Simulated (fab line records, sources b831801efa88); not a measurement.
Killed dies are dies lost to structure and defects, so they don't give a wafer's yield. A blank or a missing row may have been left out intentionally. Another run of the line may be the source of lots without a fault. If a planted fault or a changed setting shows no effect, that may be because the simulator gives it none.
Which tool is to blame?    flow sfq-line    Sampling: 14 lots, 42 wafers, 7 of 325 route steps

## WHAT EACH GAUGE READ, for each wafer
SFQ_I2_BOW_MEAS_917. Usual: for I2_BOW the level is 2 um and the standard deviation is 9.2.
lot   measured      on             I2_BOW (um)  flag
L205  day 30 17:02  film-metro-03  19 12 20     
L206  day 30 23:05  film-metro-03  -20 -14 3    
L207  day 31 09:28  film-metro-04  -2 -4 -8     
L208  day 31 18:18  film-metro-04  3 -9 12      
L211  day 33 06:47  film-metro-03  3 14 -10     
L212  day 33 17:49  film-metro-03  -9 10 -8     
L221  day 37 16:17  film-metro-03  -3 -2 12     
L222  day 37 21:10  film-metro-03  -6 -5 -5     
L223  day 38 00:10  film-metro-02  13 11 12     
L224  day 38 03:08  film-metro-02  21 4 17      
L225  day 38 06:07  film-metro-03  3 0 1        
L226  day 38 09:09  film-metro-02  4 -6 -1      
L227  day 38 12:07  film-metro-03  -11 -13 -12  
L228  day 40 12:09  film-metro-04  -8 -6 -5     

SFQ_M3_OVL_MEAS_921. Usual: for M3_OVL the level is 1 nm and the standard deviation is 4.8.
lot   measured      on          M3_OVL (nm)  flag
L205  day 37 02:50  overlay-02  3 8 7        
L206  day 37 05:43  overlay-01  -1 0 -4      
L207  day 37 15:02  overlay-02  0 0 -4       
L208  day 37 18:55  overlay-01  9 1 1        
L211  day 39 02:08  overlay-02  - - -        OFF
L212  day 39 11:43  overlay-01  - - -        OFF
L221  day 43 03:53  overlay-01  9 7 3        
L222  day 43 07:29  overlay-01  3 8 0        
L223  day 43 11:06  overlay-01  7 9 4        
L224  day 43 12:18  overlay-01  -4 -1 2      
L225  day 43 15:54  overlay-01  1 -3 1       
L226  day 43 23:19  overlay-02  10 11 14     
L227  day 44 04:08  overlay-01  -2 4 1       
L228  day 45 16:07  overlay-01  -4 0 -2      

## TOOL THAT RAN EACH LOT (tool first, then ch and the chambers of the sampled wafers, then the start)
lot   SFQ_TRILAYER_L0_BARC_OPEN_METAL_ETCH_010  SFQ_TRILAYER_L0_ETCH_METAL_ETCH_008  SFQ_TRILAYER_L0_VIA_LITHO_EXPOSE_014  SFQ_TRILAYER_L0_VIA_ETCH_VIA_ETCH_016  SFQ_TRILAYER_M2_DEP_SPUTTER_055
L205  rie-metal-02 ch 0,1, day 2 10:29          rie-metal-02 ch 0,1, day 2 10:32     krf-scanner-02 ch 0, day 5 03:24      rie-diel-02 ch 0,1,2, day 5 04:47      pvd-sputter-04, day 23 19:19
L206  rie-metal-02 ch 0,1, day 2 12:53          rie-metal-02 ch 0,1, day 2 12:56     krf-scanner-02 ch 0, day 5 05:36      rie-diel-03 ch 0,2,3, day 5 07:11      pvd-sputter-06, day 24 01:17
L207  rie-metal-03 ch 0,1, day 2 14:05          rie-metal-03 ch 0,1, day 2 14:08     krf-scanner-02 ch 0, day 5 08:00      rie-diel-04 ch 0,1,3, day 5 09:35      pvd-sputter-06, day 24 10:53
L208  rie-metal-03 ch 0,1, day 2 16:29          rie-metal-03 ch 0,1, day 2 16:32     krf-scanner-02 ch 0, day 5 11:36      rie-diel-04 ch 1,2, day 5 13:11        pvd-sputter-06, day 24 21:41
L211  rie-metal-02 ch 0,1, day 2 21:17          rie-metal-02 ch 0,1, day 2 21:20     krf-scanner-02, day 5 19:00           rie-diel-04 ch 0,3, day 5 20:23        pvd-sputter-06, day 25 22:53
L212  rie-metal-02 ch 1, day 3 15:24            rie-metal-02 ch 1, day 3 15:28       krf-scanner-01, day 6 02:24           rie-diel-03 ch 0,2, day 6 03:47        pvd-sputter-06, day 26 15:41
L221  rie-metal-02 ch 0, day 6 23:54            rie-metal-02 ch 0, day 6 23:58       krf-scanner-01 ch 0, day 11 08:17     rie-diel-03 ch 0,1, day 11 09:41       pvd-sputter-03, day 30 18:48
L222  rie-metal-02 ch 0,1, day 7 07:12          rie-metal-02 ch 0,1, day 7 07:16     krf-scanner-01 ch 0, day 11 14:17     rie-diel-03 ch 0,1,3, day 11 15:40     pvd-sputter-04, day 30 21:12
L223  rie-metal-03 ch 0,1, day 7 16:42          rie-metal-03 ch 0,1, day 7 16:46     krf-scanner-01 ch 0, day 12 01:05     rie-diel-03 ch 1,3, day 12 02:28       pvd-sputter-06, day 30 23:36
L224  rie-metal-02 ch 0,1, day 8 04:43          rie-metal-02 ch 0,1, day 8 04:47     krf-scanner-01 ch 0, day 12 14:29     rie-diel-04 ch 0,2,3, day 12 15:40     pvd-sputter-03, day 31 03:12
L225  rie-metal-03 ch 0,1, day 8 14:26          rie-metal-03 ch 0,1, day 8 14:29     krf-scanner-01 ch 0, day 12 23:53     rie-diel-02 ch 0,2,3, day 13 01:23     pvd-sputter-06, day 31 04:24
L226  rie-metal-03 ch 0,1, day 9 00:02          rie-metal-03 ch 0,1, day 9 00:05     krf-scanner-02 ch 0, day 13 12:35     rie-diel-04 ch 0,2, day 13 14:10       pvd-sputter-04, day 31 08:00
L227  rie-metal-04 ch 0, day 9 09:38            rie-metal-04 ch 0, day 9 09:41       krf-scanner-02 ch 0, day 13 19:59     rie-diel-04 ch 0,1,2, day 13 21:22     pvd-sputter-03, day 31 10:23
L228  rie-metal-03 ch 0,1, day 9 21:38          rie-metal-03 ch 0,1, day 9 21:41     krf-scanner-01 ch 0, day 14 08:51     rie-diel-02 ch 0,2, day 14 10:26       pvd-sputter-04, day 33 23:45
- SFQ_TRILAYER_L0_BARC_OPEN_METAL_ETCH_010: etches BARC in O2, target depth 125 nm, time 41.7 s.
- SFQ_TRILAYER_L0_ETCH_METAL_ETCH_008: etches MoNx KI in SF6/O2, stops on SiO2, target depth 50 nm, time 25 s.
- SFQ_TRILAYER_L0_VIA_LITHO_EXPOSE_014: exposes mask L0V, target cd 700 nm.
- SFQ_TRILAYER_L0_VIA_ETCH_VIA_ETCH_016: etches SiO2 in CHF3, stops on MoNx KI, target depth 80 nm.
- SFQ_TRILAYER_M2_DEP_SPUTTER_055: material Nb, target thk 200 nm, time 133.3 s.

## AS READ BY THE TOOLS THEMSELVES (means over the sampled wafers that have a number; for cases with no such wafer, the mark the record gives instead)
SFQ_TRILAYER_L0_BARC_OPEN_METAL_ETCH_010. Usual: bias-w 80.01 W, standard deviation 0.24; chamber-pressure-mTorr 10.000 mTorr, standard deviation 0.0097; drypump-motor-current-A 5.3 A, standard deviation 0.49; oes-product-au 0.685 a.u., standard deviation 0.0047.
lot   tool          bias-w (W)  chamber-pressure-mTorr (mTorr)  drypump-motor-current-A (A)  oes-product-au (a.u.)  flag
L205  rie-metal-02  80.20       9.992                           5.1                          0.682                  
L206  rie-metal-02  80.00       9.995                           5.1                          0.688                  
L207  rie-metal-03  80.05       9.998                           5.4                          0.688                  
L208  rie-metal-03  80.00       10.002                          5.4                          0.679                  
L211  rie-metal-02  -           -                               -                            -                      OFF
L212  rie-metal-02  -           -                               -                            -                      OFF
L221  rie-metal-02  80.27       10.004                          5.7                          0.683                  
L222  rie-metal-02  80.26       9.997                           5.4                          0.687                  
L223  rie-metal-03  80.12       10.007                          5.3                          0.687                  
L224  rie-metal-02  79.86       10.001                          5.4                          0.685                  
L225  rie-metal-03  79.85       9.994                           5.8                          0.682                  
L226  rie-metal-03  79.86       9.992                           5.4                          0.689                  
L227  rie-metal-04  79.82       10.001                          5.4                          0.684                  
L228  rie-metal-03  80.16       10.009                          5.8                          0.689                  

SFQ_TRILAYER_L0_ETCH_METAL_ETCH_008. Usual: bias-w 80.01 W, standard deviation 0.22; chamber-pressure-mTorr 10.000 mTorr, standard deviation 0.009; drypump-motor-current-A 5.3 A, standard deviation 0.49; oes-product-au 0.875 a.u., standard deviation 0.0078.
lot   tool          bias-w (W)  chamber-pressure-mTorr (mTorr)  drypump-motor-current-A (A)  oes-product-au (a.u.)  flag
L205  rie-metal-02  79.94       9.999                           5.2                          0.875                  
L206  rie-metal-02  79.98       9.997                           5.2                          0.872                  
L207  rie-metal-03  80.02       10.005                          5.4                          0.873                  
L208  rie-metal-03  79.93       10.005                          5.4                          0.885                  
L211  rie-metal-02  79.97       10.001                          5.1                          0.375                  OFF
L212  rie-metal-02  80.04       10.005                          4.8                          0.377                  OFF
L221  rie-metal-02  80.21       10.002                          5.7                          0.870                  
L222  rie-metal-02  80.10       10.000                          5.4                          0.879                  
L223  rie-metal-03  80.13       10.002                          5.4                          0.881                  
L224  rie-metal-02  80.01       10.001                          5.4                          0.870                  
L225  rie-metal-03  80.19       10.003                          5.8                          0.886                  
L226  rie-metal-03  80.18       10.009                          5.4                          0.881                  
L227  rie-metal-04  80.19       10.009                          5.4                          0.863                  
L228  rie-metal-03  80.05       10.004                          5.8                          0.880                  

SFQ_TRILAYER_L0_VIA_LITHO_EXPOSE_014. Usual: exposure-dose-mJ-cm2 21.299, standard deviation 0.021; focus-offset-nm -0.1 nm, standard deviation 0.53.
lot   tool            exposure-dose-mJ-cm2  focus-offset-nm (nm)  flag
L205  krf-scanner-02  21.320                -0.8                  
L206  krf-scanner-02  21.304                0.3                   
L207  krf-scanner-02  21.290                0.0                   
L208  krf-scanner-02  21.285                0.0                   
L211  krf-scanner-02  -                     -                     OFF
L212  krf-scanner-01  -                     -                     OFF
L221  krf-scanner-01  21.313                0.3                   
L222  krf-scanner-01  21.307                -0.0                  
L223  krf-scanner-01  21.335                -0.3                  
L224  krf-scanner-01  21.281                -0.7                  
L225  krf-scanner-01  21.272                0.6                   
L226  krf-scanner-02  21.284                0.2                   
L227  krf-scanner-02  21.281                -0.2                  
L228  krf-scanner-01  21.284                -0.5                  

SFQ_TRILAYER_L0_VIA_ETCH_VIA_ETCH_016. Usual: bias-w 80.02 W, standard deviation 0.26; chamber-pressure-mTorr 30.003 mTorr, standard deviation 0.027; drypump-motor-current-A 5.8 A, standard deviation 0.43; oes-product-au 0.842 a.u., standard deviation 0.0077.
lot   tool         bias-w (W)  chamber-pressure-mTorr (mTorr)  drypump-motor-current-A (A)  oes-product-au (a.u.)  flag
L205  rie-diel-02  79.65       30.015                          5.7                          0.837                  
L206  rie-diel-03  80.14       29.997                          5.9                          0.840                  
L207  rie-diel-04  80.01       30.010                          5.8                          0.844                  
L208  rie-diel-04  80.11       30.000                          5.9                          0.843                  
L211  rie-diel-04  79.90       30.006                          5.5                          0.375                  OFF
L212  rie-diel-03  79.78       29.999                          5.8                          0.374                  OFF
L221  rie-diel-03  80.19       30.002                          6.3                          0.843                  
L222  rie-diel-03  79.71       30.000                          6.1                          0.847                  
L223  rie-diel-03  80.26       29.997                          5.9                          0.839                  
L224  rie-diel-04  80.19       30.011                          5.8                          0.841                  
L225  rie-diel-02  80.03       30.043                          5.9                          0.842                  
L226  rie-diel-04  80.12       30.023                          6.0                          0.837                  
L227  rie-diel-04  80.12       29.996                          6.0                          0.841                  
L228  rie-diel-02  79.76       29.986                          5.6                          0.840                  

SFQ_TRILAYER_M2_DEP_SPUTTER_055. Usual: base-pressure-pa 1.32e-06 Pa, standard deviation 9e-08; throttle-valve-pct 29.9 %, standard deviation 1.1.
lot   tool            base-pressure-pa (Pa)  throttle-valve-pct (%)  flag
L205  pvd-sputter-04  1.31e-06               31.2                    
L206  pvd-sputter-06  1.32e-06               30.2                    
L207  pvd-sputter-06  1.33e-06               30.3                    
L208  pvd-sputter-06  1.34e-06               29.3                    
L211  pvd-sputter-06  1.32e-06               30.4                    
L212  pvd-sputter-06  1.37e-06               29.3                    
L221  pvd-sputter-03  1.31e-06               29.4                    
L222  pvd-sputter-04  1.43e-06               30.7                    
L223  pvd-sputter-06  1.36e-06               29.3                    
L224  pvd-sputter-03  1.35e-06               29.4                    
L225  pvd-sputter-06  1.25e-06               30.9                    
L226  pvd-sputter-04  1.27e-06               31.2                    
L227  pvd-sputter-03  1.26e-06               29.2                    
L228  pvd-sputter-04  1.28e-06               30.6                    

## THE ANSWER, worked out from the rows above alone
Rule: lot off if the mean of its wafers having a number is beyond 3 standard deviations from the usual mean. Also off: a lot with no number at a reading for which 4 or more lots have one. The other lots that the step has rows for count as sound. After the gauges, taken in route order, come the tools' own readings; for these a lot's mean is taken, as printed above. At the first step where some lot is off, the reading lying furthest off is the one used; lots without a number count as furthest.
Off: at SFQ_M3_OVL_MEAS_921 (M3_OVL), L211, L212. Without a number there: L211, L212.
If a tool, at a process step before that reading, ran all the lots that are off and no sound lot after the first of them, it fits. The gauges at SFQ_M3_OVL_MEAS_921 aren't tried: what is off there is off at SFQ_TRILAYER_L0_BARC_OPEN_METAL_ETCH_010 too, on other tools, and a gauge's error can't cause that. No candidate that was tried fits.

## WHAT HAD BEEN PUT IN BY THE SIMULATOR
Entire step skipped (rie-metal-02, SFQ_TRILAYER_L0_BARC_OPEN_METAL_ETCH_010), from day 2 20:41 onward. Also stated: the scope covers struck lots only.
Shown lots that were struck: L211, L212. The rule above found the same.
